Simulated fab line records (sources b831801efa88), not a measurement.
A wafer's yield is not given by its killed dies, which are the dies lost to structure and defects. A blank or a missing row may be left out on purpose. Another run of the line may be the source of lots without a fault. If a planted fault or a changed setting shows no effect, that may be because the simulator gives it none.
Matching of chambers || flow gf180mcu || 4 sister chambers for GF_V1_CMP_04 on cmp-01
The step polishes SiO2. 27 wafers are shown with their chamber, then 12 later ones without.

WAFERS, EACH WITH ITS CHAMBER
{"wafer": "L079.2", "chamber": 3, "motorCurrentA (A)": 11.0, "timeToEndpointS (s)": 74}
{"wafer": "L079.5", "chamber": 0, "motorCurrentA (A)": 10.6, "timeToEndpointS (s)": 82}
{"wafer": "L079.6", "chamber": 1, "motorCurrentA (A)": 12.2, "timeToEndpointS (s)": 85}
{"wafer": "L082.1", "chamber": 2, "motorCurrentA (A)": 12.5, "timeToEndpointS (s)": 83}
{"wafer": "L082.3", "chamber": 1, "motorCurrentA (A)": 12.5, "timeToEndpointS (s)": 80}
{"wafer": "L082.4", "chamber": 3, "motorCurrentA (A)": 10.2, "timeToEndpointS (s)": 74}
{"wafer": "L083.3", "chamber": 0, "motorCurrentA (A)": 10.5, "timeToEndpointS (s)": 76}
{"wafer": "L083.4", "chamber": 2, "motorCurrentA (A)": 11.5, "timeToEndpointS (s)": 83}
{"wafer": "L083.5", "chamber": 2, "motorCurrentA (A)": 12.6, "timeToEndpointS (s)": 81}
{"wafer": "L085.2", "chamber": 2, "motorCurrentA (A)": 11.5, "timeToEndpointS (s)": 78}
{"wafer": "L085.3", "chamber": 3, "motorCurrentA (A)": 10.8, "timeToEndpointS (s)": 73}
{"wafer": "L085.4", "chamber": 1, "motorCurrentA (A)": 12.3, "timeToEndpointS (s)": 84}
{"wafer": "L085.1", "chamber": 0, "motorCurrentA (A)": 10.5, "timeToEndpointS (s)": 74}
{"wafer": "L085.5", "chamber": 1, "motorCurrentA (A)": 12.7, "timeToEndpointS (s)": 83}
{"wafer": "L085.6", "chamber": 2, "motorCurrentA (A)": 13.1, "timeToEndpointS (s)": 93}
{"wafer": "L086.1", "chamber": 0, "motorCurrentA (A)": 10.7, "timeToEndpointS (s)": 74}
{"wafer": "L086.4", "chamber": 3, "motorCurrentA (A)": 10.5, "timeToEndpointS (s)": 75}
{"wafer": "L086.6", "chamber": 3, "motorCurrentA (A)": 11.0, "timeToEndpointS (s)": 72}
{"wafer": "L088.2", "chamber": 0, "motorCurrentA (A)": 11.2, "timeToEndpointS (s)": 81}
{"wafer": "L088.4", "chamber": 3, "motorCurrentA (A)": 10.6, "timeToEndpointS (s)": 71}
{"wafer": "L088.6", "chamber": 0, "motorCurrentA (A)": 10.8, "timeToEndpointS (s)": 86}
{"wafer": "L089.3", "chamber": 2, "motorCurrentA (A)": 12.6, "timeToEndpointS (s)": 84}
{"wafer": "L089.4", "chamber": 0, "motorCurrentA (A)": 10.8, "timeToEndpointS (s)": 85}
{"wafer": "L089.5", "chamber": 0, "motorCurrentA (A)": 11.1, "timeToEndpointS (s)": 88}
{"wafer": "L090.1", "chamber": 1, "motorCurrentA (A)": 12.5, "timeToEndpointS (s)": 84}
{"wafer": "L090.3", "chamber": 3, "motorCurrentA (A)": 10.5, "timeToEndpointS (s)": 76}
{"wafer": "L090.4", "chamber": 2, "motorCurrentA (A)": 11.6, "timeToEndpointS (s)": 84}

SIGNATURES (averages over the wafers above)
{"reading": "motorCurrentA", "chamber 0": 10.775, "chamber 1": 12.440, "chamber 2": 12.200, "chamber 3": 10.657, "scatter within a chamber": 0.401}
{"reading": "timeToEndpointS", "chamber 0": 80.75, "chamber 1": 83.20, "chamber 2": 83.71, "chamber 3": 73.57, "scatter within a chamber": 4.03}
Rule: for each reading, subtract the chamber's mean from the wafer's reading, divide by that reading's scatter and square the result; add these up over the readings and take the root, which gives the wafer's distance from the chamber. The wafer belongs to the nearest chamber; if the next one is less than 2 further off, it can't be placed. How the scatter is found: for the shown wafers, subtract from each reading the mean of its chamber, square and add these, divide the total by (wafers less chambers), then take the root.

WAFERS MISSING THEIR CHAMBER
{"wafer": "L094.4", "motorCurrentA (A)": 10.4, "timeToEndpointS (s)": 83}
{"wafer": "L094.5", "motorCurrentA (A)": 11.8, "timeToEndpointS (s)": 82}
{"wafer": "L094.6", "motorCurrentA (A)": 12.2, "timeToEndpointS (s)": 87}
{"wafer": "L095.1", "motorCurrentA (A)": 10.8, "timeToEndpointS (s)": 76}
{"wafer": "L095.3", "motorCurrentA (A)": 11.0, "timeToEndpointS (s)": 71}
{"wafer": "L095.4", "motorCurrentA (A)": 12.4, "timeToEndpointS (s)": 84}
{"wafer": "L096.1", "motorCurrentA (A)": 12.8, "timeToEndpointS (s)": 71}
{"wafer": "L096.3", "motorCurrentA (A)": 11.0, "timeToEndpointS (s)": 74}
{"wafer": "L096.6", "motorCurrentA (A)": 10.9, "timeToEndpointS (s)": 74}
{"wafer": "L097.3", "motorCurrentA (A)": 10.9, "timeToEndpointS (s)": 72}
{"wafer": "L097.4", "motorCurrentA (A)": 12.1, "timeToEndpointS (s)": 83}
{"wafer": "L097.5", "motorCurrentA (A)": 11.7, "timeToEndpointS (s)": 81}

WHICH CHAMBER EACH WENT THROUGH
{"wafer": "L094.4", "from the rows above": "can't be placed: 0 or 3", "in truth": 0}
{"wafer": "L094.5", "from the rows above": "can't be placed: 2 or 1 or 0", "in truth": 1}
{"wafer": "L094.6", "from the rows above": "can't be placed: 2 or 1", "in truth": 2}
{"wafer": "L095.1", "from the rows above": "can't be placed: 3 or 0", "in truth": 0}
{"wafer": "L095.3", "from the rows above": "can't be placed: 3 or 0", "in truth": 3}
{"wafer": "L095.4", "from the rows above": "can't be placed: 1 or 2", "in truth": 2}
{"wafer": "L096.1", "from the rows above": "can't be placed: 1 or 2", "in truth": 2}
{"wafer": "L096.3", "from the rows above": "can't be placed: 3 or 0", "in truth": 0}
{"wafer": "L096.6", "from the rows above": "can't be placed: 3 or 0", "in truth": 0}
{"wafer": "L097.3", "from the rows above": "can't be placed: 3 or 0", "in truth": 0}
{"wafer": "L097.4", "from the rows above": "can't be placed: 2 or 1", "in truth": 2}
{"wafer": "L097.5", "from the rows above": "can't be placed: 2 or 1 or 0 or 3", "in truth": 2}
Placed correctly: 0 of 12. Not placeable from these rows: 12 (in 12, the candidates include the true chamber). Wrongly placed: 0.
